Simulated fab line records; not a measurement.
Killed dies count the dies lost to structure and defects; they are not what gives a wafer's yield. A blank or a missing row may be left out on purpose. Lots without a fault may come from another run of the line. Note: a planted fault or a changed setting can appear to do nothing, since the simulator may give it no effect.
Which tool was responsible?	flow gf180mcu	at 1 step of a route of 602, 7 lots with 21 wafers sampled

== WHAT EACH GAUGE READ, for each wafer ==
GF_V2_OVL_MEAS_15.
lot	measured	on	V2_OVL (nm)
L150	day 21 09:07	overlay-01	22 19 13
L153	day 22 21:12	overlay-01	13 10 3
L161	day 25 14:47	overlay-01	-5 -6 -10
L163	day 26 15:16	overlay-01	13 -1 12
L166	day 27 08:57	overlay-01	-7 -1 -1
L168	day 27 17:20	overlay-01	9 16 8
L170	day 28 07:41	overlay-01	4 0 2

== TOOL THAT RAN EACH LOT (tool first, then ch and the chambers of the sampled wafers, then the start) ==
No process step before these readings appears in the record.

== THE ANSWER, worked out from the rows above alone ==
Rule: what is usual is taken from the lots themselves. The widest of any qualifying gaps counts: lots, ordered by their means at a reading, are off when they make up no more than a third of the lots, leave a main group of 4 or more, and stand apart from it by 3 or more times the standard deviation of that group's means. The tables above print the reading to a certain number of digits; a main group whose means all agree to those digits is not used. A lot without any number at a reading at which 4 lots or more have one is off too. Where the step has rows for the other lots, those lots are counted as sound.
Nothing can be told from this: no lot is off at any reading shown.

== WHAT THE SIMULATOR PUT IN ==
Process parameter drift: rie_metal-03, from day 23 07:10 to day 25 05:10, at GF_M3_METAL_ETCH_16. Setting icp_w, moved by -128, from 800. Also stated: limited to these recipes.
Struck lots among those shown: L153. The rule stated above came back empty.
